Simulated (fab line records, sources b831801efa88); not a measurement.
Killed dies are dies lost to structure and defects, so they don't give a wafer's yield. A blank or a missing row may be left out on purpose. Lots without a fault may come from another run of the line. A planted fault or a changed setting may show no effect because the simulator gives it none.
Problem report in the 8D (eight disciplines) form, filled by code | flow sky130 | the parts of the form that need people (team, actions taken, sign-off) are left out

1. THE PROBLEM
spin_speed_rpm at SKY_LOCAL_INTERCONNECT_COAT_05 reads a mean of 3089.0 rpm on 9 wafers of 3 lots; wafers without a fault read 3000.5 rpm with a standard deviation of 1.8. That is +49 standard deviations from the usual mean.
The step: resist thk 60 nm.
First seen on wafer L646.3, day 32 21:53, on litho_track-01. The record holds 39 wafers of 13 lots with a number at this step. Rule for "out", or "out of limits": more than 4 standard deviations from the usual mean. The other wafers with a number count as sound.

2. WHAT IT IS AND WHAT IT IS NOT
question                    | is                     | is not
which readings at this step | spin_speed_rpm         | -
which lots                  | L646, L647, L648       | L637, L639, L640, L641, L642, L652, L655, L658, L659, L660
which wafers of those lots  | all that have a number | -
read on which tools         | litho_track-01         | litho_track-02, litho_track-04
when                        | from day 32 21:53      | up to then (15 sound wafers); but 15 sound wafers of L652, L655, L658, L659, L660 came after

3. SUSPECTS, AND WHAT RULES EACH OUT
Counting: a tool at a process step up to the reading stays a suspect if it ran every lot that is out and no sound lot after the first of them.
- litho_track-01 at SKY_LOCAL_INTERCONNECT_COAT_05 (resist thk 60 nm): kept. It ran every lot that is out, first L646 (day 32 21:53), and no sound lot after that; its last sound lot up to then is L640 (day 31 12:28). Its own readings are out on those wafers: spin_speed_rpm.
Left after counting: litho_track-01 at SKY_LOCAL_INTERCONNECT_COAT_05.

4. THE CAUSE (what the simulator had put in)
Process parameter drift: litho_track-01, from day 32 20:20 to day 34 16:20, at SKY_LOCAL_INTERCONNECT_COAT_05. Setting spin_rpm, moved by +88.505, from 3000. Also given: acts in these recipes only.
Counting left only this tool.

5. THE CHAIN OF EFFECTS, in route order
Each row: a reading whose mean over the struck wafers that have a number lies more than 3 standard deviations from the usual. Only readings for which the record gives a usual standard deviation are gone through. hours: the time from each lot's start at the first step in this table that gives one to its start at this step, as a median over the lots. sigmas: the change in usual standard deviations.
hours | step                           | reading        | usual      | on struck wafers | change | sigmas
0     | SKY_LOCAL_INTERCONNECT_COAT_05 | spin_speed_rpm | 3000.5 rpm | 3089.0           | +88.5  | +49
The process steps in it:
- SKY_LOCAL_INTERCONNECT_COAT_05: resist thk 60 nm.

6. WHAT WOULD HAVE CAUGHT IT SOONER
In this record the first reading out of limits was taken at day 32 21:53, 2 hours after the fault began at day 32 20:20.
